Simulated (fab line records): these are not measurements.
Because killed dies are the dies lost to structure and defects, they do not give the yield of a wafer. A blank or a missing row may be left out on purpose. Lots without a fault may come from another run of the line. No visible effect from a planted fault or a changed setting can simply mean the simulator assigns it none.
fab line records -- flow gf180mcu
record: lots: 15, wafers: 45, last_day: 34
route steps=602 shown DNWELL@41 HV_LDD@219 CONTACT@312
lots with no fault: from the same line, run without faults
start_h: start of the lot's first displayed wafer, in hours after the record's first day -- wait_h: hours elapsed since this lot's preceding step -- " unchanged from the row above -- L1.1+2: one row covering several wafers at once -- - either no value or no given start -- * or withheld: withheld -- < > ~ a bound
route shown NAME@n: a module of which the file shows steps, and the number in the route of the first -- usual: mean/standard deviation of fault-free wafers -- same: alike in all rows -- chamber/n: place in a boat -- sites: readings site by site -- _std_site: their standard deviation -- _edge_site: mean of outer sites minus mean of inner sites -- radius_mm: for every site, how far away it sits from the centre of the wafer -- mask NAME#n: copy n -- behind: the most recent tool/chamber to have shaped the wafer -- hold: reason for holding the lot/hours on hold/outcome of the hold -- device: the n, p or np transistor that did not switch -- end of line: the tests these same wafers got at the end of their route -- step lacking rows: just its recipe -- killed: count of dies lost to structure and defects at first sort (not the wafer's yield) -- map: shows each die of a wafer: x if killed, . if not, _ if none is there
set.NAME: setting as actually run; set.NAME@STEP: the setting as run at that earlier step -- model.NAME: the simulator's own value behind a step, which no gauge read
the route's steps for a sample of lots (tables are steps, rows are wafers)
services: when a tool's chamber went out of use (start_h, in hours from the record's first day, below 0 if earlier), for how many hours, and the reason
== steps ==
step: GF_DNWELL_TW_MEAS_09
usual: DNWELL_TW: 1348/11
lot.wafer,tool,chamber,start_h,wait_h,DNWELL_TW
L319.2,film_metro-03,-,54.94,0.1,1339
L319.5,film_metro-03,-,54.94,0.1,1343
L319.6,film_metro-03,-,54.94,0.1,1337
L320.2,film_metro-03,-,56.32,0.1,1335
L320.3,film_metro-03,-,56.32,0.1,1339
L320.6,film_metro-03,-,56.32,0.1,1340
L321.1,film_metro-03,-,60.63,0.1,1335
L321.4,film_metro-03,-,60.63,0.1,1346
L321.5,film_metro-03,-,60.63,0.1,1344
L322.2,film_metro-01,-,66.24,0.1,1356
L322.3,film_metro-01,-,66.24,0.1,1356
L322.4,film_metro-01,-,66.24,0.1,1356
L324.1,film_metro-01,-,81.66,0.1,1349
L324.3,film_metro-01,-,81.66,0.1,1357
L324.4,film_metro-01,-,81.66,0.1,1354
L325.1,film_metro-01,-,85.71,0.1,1351
L325.2,film_metro-01,-,85.71,0.1,1357
L325.3,film_metro-01,-,85.71,0.1,1348
L326.1,film_metro-01,-,88.13,0.1,1356
L326.4,film_metro-01,-,88.13,0.1,1357
L326.6,film_metro-01,-,88.13,0.1,1353
L327.3,film_metro-03,-,96.58,0.1,1346
L327.4,film_metro-03,-,96.58,0.1,1344
L327.6,film_metro-03,-,96.58,0.1,1341
L330.1,film_metro-01,-,107.91,0.1,1346
L330.4,film_metro-01,-,107.91,0.1,1345
L330.5,film_metro-01,-,107.91,0.1,1356
L333.1,film_metro-01,-,127.28,0.1,1374
L333.3,film_metro-01,-,127.28,0.1,1372
L333.5,film_metro-01,-,127.28,0.1,1374
L335.3,film_metro-03,-,135.13,0.1,1350
L335.4,film_metro-03,-,135.13,0.1,1351
L335.6,film_metro-03,-,135.13,0.1,1348
L337.1,film_metro-01,-,145.13,0.1,1355
L337.2,film_metro-01,-,145.13,0.1,1350
L337.5,film_metro-01,-,145.13,0.1,1358
L340.1,film_metro-01,-,163.36,0.1,1356
L340.2,film_metro-01,-,163.36,0.1,1356
L340.6,film_metro-01,-,163.36,0.1,1356
L339.1,film_metro-04,-,163.71,0.1,1338
L339.3,film_metro-04,-,163.71,0.1,1329
L339.4,film_metro-04,-,163.71,0.1,1341
L341.1,film_metro-03,-,167.83,0.1,1346
L341.5,film_metro-03,-,167.83,0.1,1344
L341.6,film_metro-03,-,167.83,0.1,1346
step: GF_HV_LDD_EXPOSE_43
recipe: mask_id: Pplus_HV_AREA, target_cd_nm: 400, na: 0.6, source_shape: conventional, sigma_outer: 0.6, dose_mj: 140
usual: exposure_dose_mJ_cm2: 139.99/0.15, focus_offset_nm: 0.1/0.53, sigma_outer: 0.6/0, stage_vel_mm_s: 499.98/0.25
lot.wafer,tool,chamber,start_h,wait_h,mask,exposure_dose_mJ_cm2,focus_offset_nm,sigma_outer,stage_vel_mm_s
L319.2,iline_stepper-02,0,278.42,-,Pplus_HV_AREA#0,139.89,0.2,0.6,500.67
L319.5,iline_stepper-02,0,278.42,-,Pplus_HV_AREA#0,140.12,0.8,0.6,500.26
L319.6,iline_stepper-02,0,278.42,-,Pplus_HV_AREA#0,140.24,0.0,0.6,500.02
L320.2,iline_stepper-01,0,278.69,-,Pplus_HV_AREA#0,139.94,1.0,0.6,500.10
L320.3,iline_stepper-01,0,278.69,-,Pplus_HV_AREA#0,140.24,-0.4,0.6,500.29
L320.6,iline_stepper-01,0,278.69,-,Pplus_HV_AREA#0,140.07,0.1,0.6,499.67
L321.1,iline_stepper-01,0,285.62,-,Pplus_HV_AREA#0,139.99,-0.2,0.6,499.52
L321.4,iline_stepper-01,0,285.62,-,Pplus_HV_AREA#0,139.55,0.6,0.6,499.45
L321.5,iline_stepper-01,0,285.62,-,Pplus_HV_AREA#0,139.65,0.4,0.6,499.90
L322.2,iline_stepper-01,0,290.29,-,Pplus_HV_AREA#0,139.94,0.6,0.6,500.30
L322.3,iline_stepper-01,0,290.29,-,Pplus_HV_AREA#0,140.04,0.6,0.6,500.32
L322.4,iline_stepper-01,0,290.29,-,Pplus_HV_AREA#0,139.86,0.4,0.6,500.08
L324.1,iline_stepper-01,0,316.62,-,Pplus_HV_AREA#0,140.12,0.6,0.6,499.51
L324.3,iline_stepper-01,0,316.62,-,Pplus_HV_AREA#0,140.17,0.4,0.6,499.78
L324.4,iline_stepper-01,0,316.62,-,Pplus_HV_AREA#0,140.10,-1.1,0.6,499.83
L325.1,iline_stepper-02,0,322.58,-,Pplus_HV_AREA#0,139.93,1.0,0.6,500.35
L325.2,iline_stepper-02,0,322.58,-,Pplus_HV_AREA#0,140.16,0.5,0.6,500.02
L325.3,iline_stepper-02,0,322.58,-,Pplus_HV_AREA#0,140.07,0.5,0.6,500.38
L326.1,iline_stepper-02,0,325.86,-,Pplus_HV_AREA#0,139.91,-0.1,0.6,499.96
L326.4,iline_stepper-02,0,325.86,-,Pplus_HV_AREA#0,140.10,0.3,0.6,499.85
L326.6,iline_stepper-02,0,325.86,-,Pplus_HV_AREA#0,140.34,-0.2,0.6,500.30
L327.3,iline_stepper-02,0,341.72,-,Pplus_HV_AREA#0,139.72,-1.1,0.6,500.28
L327.4,iline_stepper-02,0,341.72,-,Pplus_HV_AREA#0,139.85,-0.5,0.6,500.04
L327.6,iline_stepper-02,0,341.72,-,Pplus_HV_AREA#0,139.86,-0.1,0.6,499.94
L330.1,iline_stepper-02,0,356.45,-,Pplus_HV_AREA#0,140.11,-0.3,0.6,500.17
L330.4,iline_stepper-02,0,356.45,-,Pplus_HV_AREA#0,140.05,0.2,0.6,499.84
L330.5,iline_stepper-02,0,356.45,-,Pplus_HV_AREA#0,140.03,-0.6,0.6,500.05
L333.1,iline_stepper-01,-,392.85,-,Pplus_HV_AREA#0,-,-,-,-
L333.3,iline_stepper-01,-,392.85,-,Pplus_HV_AREA#0,-,-,-,-
L333.5,iline_stepper-01,-,392.85,-,Pplus_HV_AREA#0,-,-,-,-
L335.3,iline_stepper-02,-,410.34,-,Pplus_HV_AREA#0,-,-,-,-
L335.4,iline_stepper-02,-,410.34,-,Pplus_HV_AREA#0,-,-,-,-
L335.6,iline_stepper-02,-,410.34,-,Pplus_HV_AREA#0,-,-,-,-
L337.1,iline_stepper-01,-,410.90,-,Pplus_HV_AREA#0,-,-,-,-
L337.2,iline_stepper-01,-,410.90,-,Pplus_HV_AREA#0,-,-,-,-
L337.5,iline_stepper-01,-,410.90,-,Pplus_HV_AREA#0,-,-,-,-
L340.1,iline_stepper-01,0,440.40,-,Pplus_HV_AREA#0,140.10,-0.5,0.6,499.99
L340.2,iline_stepper-01,0,440.40,-,Pplus_HV_AREA#0,140.24,0.0,0.6,500.24
L340.6,iline_stepper-01,0,440.40,-,Pplus_HV_AREA#0,140.11,-0.4,0.6,499.79
L339.1,iline_stepper-01,0,441.18,-,Pplus_HV_AREA#0,139.96,-0.2,0.6,500.21
L339.3,iline_stepper-01,0,441.18,-,Pplus_HV_AREA#0,140.25,-0.6,0.6,500.07
L339.4,iline_stepper-01,0,441.18,-,Pplus_HV_AREA#0,140.16,0.6,0.6,500.09
L341.1,iline_stepper-02,0,452.98,-,Pplus_HV_AREA#0,140.02,-0.5,0.6,499.98
L341.5,iline_stepper-02,0,452.98,-,Pplus_HV_AREA#0,140.11,0.2,0.6,499.76
L341.6,iline_stepper-02,0,452.98,-,Pplus_HV_AREA#0,140.09,1.1,0.6,499.63
step: GF_CONTACT_RS_MEAS_25
recipe: thk_meas_gauge: four-point-probe, reads: W_of_CONTACT_CVD_24+TiN_of_CONTACT_SPUTTER_23+Ti_of_CONTACT_SPUTTER_22
usual: CONTACT_W_RS: 0.382/0.0041
lot.wafer,tool,chamber,start_h,wait_h,CONTACT_W_RS[ohm/sq]
L319.2,film_metro-03,-,374.16,0.1,0.386
L319.5,film_metro-03,-,374.16,0.1,0.393
L319.6,film_metro-03,-,374.16,0.1,0.386
L320.2,film_metro-02,-,375.67,0.1,0.381
L320.3,film_metro-02,-,375.67,0.1,0.378
L320.6,film_metro-02,-,375.67,0.1,0.379
L321.1,film_metro-02,-,386.37,0.1,0.381
L321.4,film_metro-02,-,386.37,0.1,0.384
L321.5,film_metro-02,-,386.37,0.1,0.382
L322.2,film_metro-01,-,390.67,0.1,0.392
L322.3,film_metro-01,-,390.67,0.1,0.385
L322.4,film_metro-01,-,390.67,0.1,0.392
L324.1,film_metro-01,-,421.43,0.1,0.388
L324.3,film_metro-01,-,421.43,0.1,0.385
L324.4,film_metro-01,-,421.43,0.1,0.382
L325.1,film_metro-01,-,427.63,0.1,0.379
L325.2,film_metro-01,-,427.63,0.1,0.378
L325.3,film_metro-01,-,427.63,0.1,0.379
L326.1,film_metro-02,-,432.13,0.1,0.382
L326.4,film_metro-02,-,432.13,0.1,0.380
L326.6,film_metro-02,-,432.13,0.1,0.378
L327.3,film_metro-02,-,451.65,0.1,0.381
L327.4,film_metro-02,-,451.65,0.1,0.384
L327.6,film_metro-02,-,451.65,0.1,0.384
L330.1,film_metro-03,-,466.64,0.1,0.377
L330.4,film_metro-03,-,466.64,0.1,0.378
L330.5,film_metro-03,-,466.64,0.1,0.377
L340.1,film_metro-01,-,553.48,0.1,0.382
L340.2,film_metro-01,-,553.48,0.1,0.387
L340.6,film_metro-01,-,553.48,0.1,0.381
L339.1,film_metro-03,-,555.49,0.1,0.381
L339.3,film_metro-03,-,555.49,0.1,0.386
L339.4,film_metro-03,-,555.49,0.1,0.386
L341.1,film_metro-02,-,563.74,0.1,0.384
L341.5,film_metro-02,-,563.74,0.1,0.380
L341.6,film_metro-02,-,563.74,0.1,0.381
step: GF_CONTACT_THK_MEAS_26
recipe: thk_meas_gauge: xrf, reads: W_of_CONTACT_CVD_24
usual: CONTACT_W_THK: 308/4.3
lot.wafer,tool,chamber,start_h,wait_h,CONTACT_W_THK[nm]
L319.2,film_metro-03,-,374.27,0.1,301
L319.5,film_metro-03,-,374.27,0.1,295
L319.6,film_metro-03,-,374.27,0.1,302
L320.2,film_metro-02,-,375.78,0.1,311
L320.3,film_metro-02,-,375.78,0.1,315
L320.6,film_metro-02,-,375.78,0.1,311
L321.1,film_metro-02,-,386.49,0.1,311
L321.4,film_metro-02,-,386.49,0.1,308
L321.5,film_metro-02,-,386.49,0.1,309
L322.2,film_metro-01,-,390.78,0.1,298
L322.3,film_metro-01,-,390.78,0.1,304
L322.4,film_metro-01,-,390.78,0.1,298
L324.1,film_metro-01,-,421.55,0.1,303
L324.3,film_metro-01,-,421.55,0.1,307
L324.4,film_metro-01,-,421.55,0.1,310
L325.1,film_metro-01,-,427.75,0.1,311
L325.2,film_metro-01,-,427.75,0.1,311
L325.3,film_metro-01,-,427.75,0.1,312
L326.1,film_metro-02,-,432.25,0.1,310
L326.4,film_metro-02,-,432.25,0.1,312
L326.6,film_metro-02,-,432.25,0.1,313
L327.3,film_metro-02,-,451.75,0.1,313
L327.4,film_metro-02,-,451.75,0.1,307
L327.6,film_metro-02,-,451.75,0.1,308
L330.1,film_metro-03,-,466.76,0.1,312
L330.4,film_metro-03,-,466.76,0.1,310
L330.5,film_metro-03,-,466.76,0.1,310
L340.1,film_metro-01,-,553.60,0.1,307
L340.2,film_metro-01,-,553.60,0.1,303
L340.6,film_metro-01,-,553.60,0.1,309
L339.1,film_metro-03,-,555.61,0.1,306
L339.3,film_metro-03,-,555.61,0.1,301
L339.4,film_metro-03,-,555.61,0.1,303
L341.1,film_metro-02,-,563.86,0.1,307
L341.5,film_metro-02,-,563.86,0.1,311
L341.6,film_metro-02,-,563.86,0.1,310
== services ==
tool,chamber,start_h,hours,kind
iline_stepper-01,-,265.00,5.2,repair
iline_stepper-01,-,303.93,4.4,pm
iline_stepper-01,0,318.69,-,calibration
iline_stepper-02,0,330.21,-,calibration
iline_stepper-01,-,340.40,1.7,pm
iline_stepper-02,-,450.01,1.7,pm
== key ==
first_sign: step: GF_HV_LDD_EXPOSE_43, reading: tool_record, direction: missing
effect none on later readings
met_at GF_HV_LDD_EXPOSE_43
struck_lots L333,L335,L337
later_rows_left_out L333.1,L333.3,L333.5,L335.3,L335.4,L335.6,L337.1,L337.2,L337.5
sort_left_out L333.1,L333.3,L333.5,L335.3,L335.4,L335.6,L337.1,L337.2,L337.5
tester_left_out L333,L335,L337
not_acting_at GF_DNWELL_TW_MEAS_09,GF_CONTACT_RS_MEAS_25,GF_CONTACT_THK_MEAS_26
onset_between 356.45 392.85
fault: kind: skipped_step_whole, tool: iline_stepper-01,iline_stepper-02, chamber: -, onset_h: 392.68, steps: GF_HV_LDD_EXPOSE_43, scope: struck_lots_only
tester_left_out: of these lots the tester's yield and bins aren't shown, on N5 and GAA mostly nor the transistor test; their killed dies are dies lost to structure and defects alone, not to doping, threshold or leakage, so they don't give the yield
sort_left_out: the simulated sort isn't trusted on such a fault, so these wafers' sort isn't shown, and their yield isn't known
later_rows_left_out: the simulator's readings of these wafers behind a module that went badly wrong aren't trusted and aren't shown, but for the sort
